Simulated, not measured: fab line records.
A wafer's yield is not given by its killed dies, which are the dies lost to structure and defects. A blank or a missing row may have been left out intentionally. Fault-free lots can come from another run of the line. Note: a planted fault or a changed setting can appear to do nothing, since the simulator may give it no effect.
Which of the tools did it?    flow sky130    11 lots with 33 wafers sampled at 3 steps, on a route of 708 steps

== WHAT EACH GAUGE READ, for each wafer ==
SKY_LDD_HVN_TW_MEAS_10.
lot   measured      on             LDD_HVN_TW
L866  day 20 08:59  film-metro-04  1444 1437 1437
L867  day 20 20:56  film-metro-04  1442 1441 1444
L868  day 21 13:04  film-metro-04  1448 1448 1454
L871  day 22 11:46  film-metro-02  1428 1436 1437
L872  day 23 12:26  film-metro-04  1457 1450 1444
L873  day 23 13:10  film-metro-01  1422 1426 1422
L874  day 23 17:44  film-metro-01  1421 1432 1425
L875  day 24 01:07  film-metro-01  1888 1889 1899
L876  day 24 11:04  film-metro-02  1915 1914 1918
L877  day 24 15:28  film-metro-01  1891 1887 1887
L878  day 25 02:22  film-metro-01  1885 1888 1889

SKY_LDD_LDN_OVL_MEAS_07.
lot   measured      on          LDD_LDN_OVL (nm)
L866  day 22 22:45  overlay-01  0.3 0.1 -0.9
L867  day 23 09:33  overlay-01  0.1 -0.2 -1.2
L868  day 24 02:35  overlay-01  -1.2 -0.9 -0.9
L871  day 24 22:02  overlay-01  -1.5 -0.9 -0.5
L872  day 25 22:06  overlay-01  0.2 -1.0 -0.6
L873  day 25 23:17  overlay-01  -1.7 -1.2 -4.0
L874  day 26 04:12  overlay-01  -0.6 -0.6 0.3
L875  day 26 10:11  overlay-02  0.7 -0.8 2.6
L876  day 26 20:38  overlay-02  -1.2 0.8 0.3
L877  day 27 01:23  overlay-02  0.7 -2.4 0.5
L878  day 27 12:03  overlay-01  -1.2 0.1 -1.8

== WHICH TOOL RAN EACH LOT (tool, then ch and the chambers of the sampled wafers, then the start) ==
lot   SKY_LDD_HVN_IMPLANT_08
L866  implanter-02 ch 0, day 20 08:45
L867  implanter-02 ch 0, day 20 20:41
L868  implanter-01 ch 0, day 21 12:49
L871  implanter-02 ch 0, day 22 11:32
L872  implanter-01 ch 0, day 23 12:11
L873  implanter-02 ch 0, day 23 12:55
L874  implanter-02 ch 0, day 23 17:29
L875  implanter-03 ch 0, day 24 00:53
L876  implanter-01 ch 0, day 24 10:49
L877  implanter-01 ch 0, day 24 15:14
L878  implanter-01 ch 0, day 25 02:08
- SKY_LDD_HVN_IMPLANT_08

== WHAT THE TOOLS THEMSELVES READ (means of the sampled wafers that have a number; where no wafer has one, the mark that the record gives instead) ==
SKY_LDD_HVN_IMPLANT_08.
lot   tool          faraday-current-uA
L866  implanter-02  172
L867  implanter-02  170
L868  implanter-01  168
L871  implanter-02  170
L872  implanter-01  167
L873  implanter-02  169
L874  implanter-02  172
L875  implanter-03  171
L876  implanter-01  168
L877  implanter-01  172
L878  implanter-01  169

== THE ANSWER, worked out from the rows above alone ==
Rule: what is usual is taken from the lots themselves. The widest of any qualifying gaps counts: lots, ordered by their means at a reading, are off when they make up no more than a third of the lots, leave a main group of 4 or more, and stand apart from it by 3 or more times the standard deviation of that group's means. Not used: any main group whose means are identical at the precision the tables above print for the reading. Also off: a lot with no number at a reading for which 4 or more lots have one. The other lots that the step has rows for count as sound. The gauges are gone through in route order, then the tools' own readings, and for those a lot's mean is taken as printed above. The first step at which some lot is off is used, and at that step the reading that is off furthest; a lot without a number counts as furthest.
Nothing can be told from this: no lot is off at any reading shown.

== WHAT THE SIMULATOR HAD PUT IN ==
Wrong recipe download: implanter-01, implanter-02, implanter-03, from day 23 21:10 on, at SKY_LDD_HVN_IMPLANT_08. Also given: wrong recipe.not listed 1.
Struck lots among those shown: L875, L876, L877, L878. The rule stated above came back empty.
